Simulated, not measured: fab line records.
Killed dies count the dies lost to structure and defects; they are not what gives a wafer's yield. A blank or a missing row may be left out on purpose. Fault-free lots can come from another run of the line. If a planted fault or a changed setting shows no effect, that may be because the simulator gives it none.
A lot that was struck, set against a sound lot :: flow sky130 :: 16 steps out of a route of 708
Sound: these wafers, L184.2, L184.4, L184.5. The struck wafers were L188.1, L188.3, L188.6. Last of all comes the cause.
Each step with rows lists, per side, the tool, then ch with its chambers, then its first start. Under that, the readings that differ: sound wafers :: struck wafers :: difference of the means :: sigmas: that difference in standard deviations of wafers without a fault.
alike: words and numbers the same on both sides, and readings whose means are apart by under 2 such deviations; not compared: readings that were withheld, readings missing a value for some wafer, numbers with overlapping values and no deviation given by the record, and bounds like >300 which may hide the same value.
The two part at a step that has a row with sigmas, a row that says differs or no value, or rows on one side only. When numbers do not overlap yet have no deviation, they are printed without sigmas and do not part them. A reading that every wafer of one side lacks parts them only if that side has two wafers or more.

SKY_GATE_OXIDE_TW_MEAS_14:
  struck on film-metro-01, day 19 07:04; sound on film-metro-04, day 17 23:32
reading: GATE_OXIDE_TW
sound: 224.7 224.8 225.6
struck: 229.4 230.7 229.9
difference: +5.0
sigmas: +4
then, 3 steps without rows for these wafers: SKY_GATE_OXIDE_CLEAN_15 (cleans in SC1/SC2, time 150 s); SKY_GATE_OXIDE_OXIDATION_16 (stabilise 600 s, purge 300 s, target thk 3.57 nm); SKY_POLY_GATE_CVD_00 (deposits poly-Si, target thk 180 nm, time 720 s).
SKY_POLY_GATE_THK_MEAS_01:
  struck on film-metro-04, day 19 10:34; sound on film-metro-02, day 18 03:20
  alike: POLY_GATE_CVD_00_THK
then, 7 steps without rows for these wafers: SKY_RES_PROTECT_DEHYDRATE_00 (time 60 s); SKY_RES_PROTECT_HMDS_01 (prime time 60 s); SKY_RES_PROTECT_COAT_02 (resist thk 1140 nm); SKY_RES_PROTECT_SOFTBAKE_03 (time 60 s); SKY_RES_PROTECT_EXPOSE_04 (exposes mask RPM, target cd 1270 nm); SKY_RES_PROTECT_PEB_05; SKY_RES_PROTECT_DEVELOP_06 (develop time 60 s).
SKY_POLY_GATE_IMPLANT_02:
  sound on implanter-03 ch 0, day 19 09:39; struck on implanter-03 ch 0, day 20 16:58
reading: beam-on-s (s)
sound: 36.9 38.4 37.8
struck: 42.9 42.5 41.7
difference: +4.7
sigmas: +2

reading: end-station-pressure-torr (Torr)
sound: 1e-05 1e-05 1.06e-05
struck: 4.59e-05 5.24e-05 4.75e-05
difference: +3.84e-05
sigmas: +54
  alike: faraday-current-uA
SKY_RES_PROTECT_STRIP_07: strips in O2/N2.
  sound on plasma-asher-02 ch 0,1, day 19 09:46; struck on plasma-asher-03 ch 0, day 20 17:07
reading: drypump-motor-current-A (A)
sound: 5.7 5.8 5.7
struck: 4.9 4.9 4.9
difference: -0.8
sigmas: -2

reading: strip-time-to-endpoint-s (s)
sound: 23.31 23.34 23.31
struck: 23.82 23.82 23.81
difference: +0.50
sigmas: +11
  alike: oes-product-au
  not compared: rf-hours-counter-h
SKY_RES_PROTECT_TW_MEAS_08:
  struck on film-metro-01, day 20 17:13; sound on film-metro-01, day 19 09:53
  alike: POLY_GATE_TW
-- a jump in the record: the struck wafers' starts before and after are 29 days apart (it breaks off in module RES_PROTECT and resumes in module PAD_OPEN, where the first step shown is number 708 of the route) --
SKY_PAD_OPEN_PROBE_99:
  struck on prober-01, day 49 10:41; sound on prober-02, day 48 17:51
reading: model.etest.res-poly.line-ohm-um
sound: 526.7 526.9 533.4
struck: 459.3 455.1 454.6
difference: -72.7
sigmas: 

reading: model.etest.licon-poly.rc-ohm
sound: 157.2 159.9 145.9
struck: 136.5 136.6 131
difference: -19.6
sigmas: 

reading: model.etest.res-poly.rs-ohm-sq
sound: 48.99 48.8 48.65
struck: 44.28 43.99 44.26
difference: -4.64
sigmas: 
  alike: killed_at_M0_to_M3, killed_at_M4_up, killed-at-contacts, killed-at-front-end, killed-at-other, killed-dies, killed-open, killed-short

## WHERE THEY PART
Earliest at SKY_GATE_OXIDE_TW_MEAS_14; latest, in this record, at SKY_RES_PROTECT_STRIP_07. Later steps at which nothing parts them and some readings are alike: SKY_RES_PROTECT_TW_MEAS_08, SKY_PAD_OPEN_PROBE_99.

WHY: what had been put in by the simulator
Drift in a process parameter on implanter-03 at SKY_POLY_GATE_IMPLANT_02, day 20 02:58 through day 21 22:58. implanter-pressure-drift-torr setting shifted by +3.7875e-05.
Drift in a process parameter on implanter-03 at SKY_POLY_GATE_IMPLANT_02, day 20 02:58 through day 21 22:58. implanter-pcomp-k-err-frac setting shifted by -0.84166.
